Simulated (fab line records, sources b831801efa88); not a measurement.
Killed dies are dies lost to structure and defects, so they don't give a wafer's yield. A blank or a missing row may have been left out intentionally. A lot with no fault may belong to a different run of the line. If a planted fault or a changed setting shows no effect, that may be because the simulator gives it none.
Split-lot trial || flow sky130 || 23 wafers read across 5 lots, on a route 708 steps long

== THE SPLIT ==
At SKY_VIA4_HDPCVD_00 (deposits SiO2, target thk 1750 nm, time 291.7 s), the setting sih4_flow_sccm was moved away from the recipe's 60 sccm on 10 of the 23 wafers read, by -14.9% to +4.1%. This setting was run at the recipe's value on the other wafers.

No step appears in the file between the split and the reading.

== THE READING ==
VIA4_HDPCVD_THK (nm), taken at SKY_VIA4_THK_MEAS_01. On this fab line, fault-free wafers typically give 1748 nm with a standard deviation of 18 nm.

{"wafer": "L074.1", "tool, chamber at the split": "hdpcvd-01, 1", "sih4_flow_sccm as run, sccm": 60, "against the recipe": "recipe", "VIA4_HDPCVD_THK, nm": 1718, "against lot-mates on the recipe": "-"}
{"wafer": "L074.2", "tool, chamber at the split": "hdpcvd-01, 0", "sih4_flow_sccm as run, sccm": 62.47, "against the recipe": "+4.1%", "VIA4_HDPCVD_THK, nm": 1777, "against lot-mates on the recipe": "+52"}
{"wafer": "L074.3", "tool, chamber at the split": "hdpcvd-01, 2", "sih4_flow_sccm as run, sccm": 60, "against the recipe": "recipe", "VIA4_HDPCVD_THK, nm": 1733, "against lot-mates on the recipe": "-"}
{"wafer": "L074.5", "tool, chamber at the split": "hdpcvd-01, 2", "sih4_flow_sccm as run, sccm": 62.47, "against the recipe": "+4.1%", "VIA4_HDPCVD_THK, nm": 1819, "against lot-mates on the recipe": "+94"}
{"wafer": "L074.6", "tool, chamber at the split": "hdpcvd-01, 0", "sih4_flow_sccm as run, sccm": 62.47, "against the recipe": "+4.1%", "VIA4_HDPCVD_THK, nm": 1783, "against lot-mates on the recipe": "+58"}
{"wafer": "L075.1", "tool, chamber at the split": "hdpcvd-01, 1", "sih4_flow_sccm as run, sccm": 51.04, "against the recipe": "-14.9%", "VIA4_HDPCVD_THK, nm": 1467, "against lot-mates on the recipe": -284}
{"wafer": "L075.3", "tool, chamber at the split": "hdpcvd-01, 0,1", "sih4_flow_sccm as run, sccm": 51.04, "against the recipe": "-14.9%", "VIA4_HDPCVD_THK, nm": 1496, "against lot-mates on the recipe": -256}
{"wafer": "L075.4", "tool, chamber at the split": "hdpcvd-01, 0", "sih4_flow_sccm as run, sccm": 60, "against the recipe": "recipe", "VIA4_HDPCVD_THK, nm": 1750, "against lot-mates on the recipe": "-"}
{"wafer": "L075.5", "tool, chamber at the split": "hdpcvd-01, 0,1", "sih4_flow_sccm as run, sccm": 51.04, "against the recipe": "-14.9%", "VIA4_HDPCVD_THK, nm": 1487, "against lot-mates on the recipe": -264}
{"wafer": "L075.6", "tool, chamber at the split": "hdpcvd-01, 2", "sih4_flow_sccm as run, sccm": 60, "against the recipe": "recipe", "VIA4_HDPCVD_THK, nm": 1753, "against lot-mates on the recipe": "-"}
{"wafer": "L076.1", "tool, chamber at the split": "hdpcvd-01, 0,2", "sih4_flow_sccm as run, sccm": 60, "against the recipe": "recipe", "VIA4_HDPCVD_THK, nm": 1758, "against lot-mates on the recipe": "-"}
{"wafer": "L076.2", "tool, chamber at the split": "hdpcvd-01, 1", "sih4_flow_sccm as run, sccm": 60, "against the recipe": "recipe", "VIA4_HDPCVD_THK, nm": 1761, "against lot-mates on the recipe": "-"}
{"wafer": "L076.5", "tool, chamber at the split": "hdpcvd-01, 0,2", "sih4_flow_sccm as run, sccm": 60, "against the recipe": "recipe", "VIA4_HDPCVD_THK, nm": 1757, "against lot-mates on the recipe": "-"}
{"wafer": "L083.1", "tool, chamber at the split": "hdpcvd-01, 0", "sih4_flow_sccm as run, sccm": 60, "against the recipe": "recipe", "VIA4_HDPCVD_THK, nm": 1731, "against lot-mates on the recipe": "-"}
{"wafer": "L083.2", "tool, chamber at the split": "hdpcvd-01, 2", "sih4_flow_sccm as run, sccm": 56.33, "against the recipe": "-6.1%", "VIA4_HDPCVD_THK, nm": 1649, "against lot-mates on the recipe": -104}
{"wafer": "L083.3", "tool, chamber at the split": "hdpcvd-01, 1", "sih4_flow_sccm as run, sccm": 60, "against the recipe": "recipe", "VIA4_HDPCVD_THK, nm": 1756, "against lot-mates on the recipe": "-"}
{"wafer": "L083.4", "tool, chamber at the split": "hdpcvd-01, 2", "sih4_flow_sccm as run, sccm": 60, "against the recipe": "recipe", "VIA4_HDPCVD_THK, nm": 1771, "against lot-mates on the recipe": "-"}
{"wafer": "L083.5", "tool, chamber at the split": "hdpcvd-01, 1", "sih4_flow_sccm as run, sccm": 56.33, "against the recipe": "-6.1%", "VIA4_HDPCVD_THK, nm": 1652, "against lot-mates on the recipe": -101}
{"wafer": "L085.1", "tool, chamber at the split": "hdpcvd-01, 2,0", "sih4_flow_sccm as run, sccm": 57.13, "against the recipe": "-4.8%", "VIA4_HDPCVD_THK, nm": 1668, "against lot-mates on the recipe": -101}
{"wafer": "L085.2", "tool, chamber at the split": "hdpcvd-01, 0", "sih4_flow_sccm as run, sccm": 60, "against the recipe": "recipe", "VIA4_HDPCVD_THK, nm": 1771, "against lot-mates on the recipe": "-"}
{"wafer": "L085.3", "tool, chamber at the split": "hdpcvd-01, 1", "sih4_flow_sccm as run, sccm": 60, "against the recipe": "recipe", "VIA4_HDPCVD_THK, nm": 1771, "against lot-mates on the recipe": "-"}
{"wafer": "L085.4", "tool, chamber at the split": "hdpcvd-01, 2,0", "sih4_flow_sccm as run, sccm": 57.13, "against the recipe": "-4.8%", "VIA4_HDPCVD_THK, nm": 1676, "against lot-mates on the recipe": -93}
{"wafer": "L085.6", "tool, chamber at the split": "hdpcvd-01, 2", "sih4_flow_sccm as run, sccm": 60, "against the recipe": "recipe", "VIA4_HDPCVD_THK, nm": 1765, "against lot-mates on the recipe": "-"}
Rows listing several chambers each stand for several wafers; the file does not say which wafer went through which chamber.

FIT RESULTS
A straight line over all 23 wafers: VIA4_HDPCVD_THK changes by +17 nm for each +1% of sih4_flow_sccm; r = +0.98; the points scatter about the line by 19 nm.
The same after taking each lot's own level away (the mean of its wafers on the recipe; 23 wafers): +17.8 nm for each +1%; r = +0.99; scatter 12 nm.
According to that fit, moving sih4_flow_sccm by its largest amount changes the reading by 2.7e+02 nm.
The span of the lots' own levels, 1725.5 to 1769.0 nm, comes to 2.4 times the standard deviation stated above.
Consequently the slope shifts little with the lot-to-lot level, the two slopes agreeing.
Check: -261 nm against its lot-mates is what the line predicts for one of the wafers moved furthest among these (-14.9%) when that wafer is left out of the fit. It came out at -284 nm against them.

== OTHER SPLITS ON THESE WAFERS ==
Before the reading, these wafers also passed through other splits. Each is held against what the fit with the lots' levels taken away leaves over:
{"other split on the same wafers": "SKY_CAPM_EXPOSE_09 dose_mj", "wafers away from the commonest value": 4, "r with VIA4_HDPCVD_THK (lot level and that fit taken away)": "+0.16"}
{"other split on the same wafers": "SKY_METAL3_COAT_08 spin_rpm", "wafers away from the commonest value": 10, "r with VIA4_HDPCVD_THK (lot level and that fit taken away)": "+0.08"}
{"other split on the same wafers": "SKY_METAL3_SOFTBAKE_09 temp_c", "wafers away from the commonest value": 8, "r with VIA4_HDPCVD_THK (lot level and that fit taken away)": -0.12}
{"other split on the same wafers": "SKY_METAL3_ETCH_17 bias_w", "wafers away from the commonest value": 8, "r with VIA4_HDPCVD_THK (lot level and that fit taken away)": -0.06}
{"other split on the same wafers": "SKY_METAL4_SPUTTER_01 time_s", "wafers away from the commonest value": 7, "r with VIA4_HDPCVD_THK (lot level and that fit taken away)": -0.01}
{"other split on the same wafers": "SKY_CAP2M_EXPOSE_09 dose_mj", "wafers away from the commonest value": 10, "r with VIA4_HDPCVD_THK (lot level and that fit taken away)": "+0.07"}
{"other split on the same wafers": "SKY_METAL4_METAL_ETCH_18 bias_w", "wafers away from the commonest value": 9, "r with VIA4_HDPCVD_THK (lot level and that fit taken away)": -0.01}

== THE WHOLE CHAIN: every reading that the file lists as answering this split, in the file's order ==
{"step": "SKY_VIA4_HDPCVD_00", "what it does": "deposits SiO2, target thk 1750 nm, time 291.7 s", "reading": "SiO2_of_VIA4_HDPCVD_00.thk_nm (the simulator's own value, which no gauge read)", "change (the file's fit)": "+18.4 nm for each +1% of the setting", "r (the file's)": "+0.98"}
{"step": "SKY_VIA4_THK_MEAS_01", "what it does": "", "reading": "VIA4_HDPCVD_THK", "change (the file's fit)": "+17.9 for each +1% of the setting", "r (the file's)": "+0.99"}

== FILE'S OWN FIT ==
VIA4_HDPCVD_THK changes by +17.9 nm for each +1% of sih4_flow_sccm, r = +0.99.
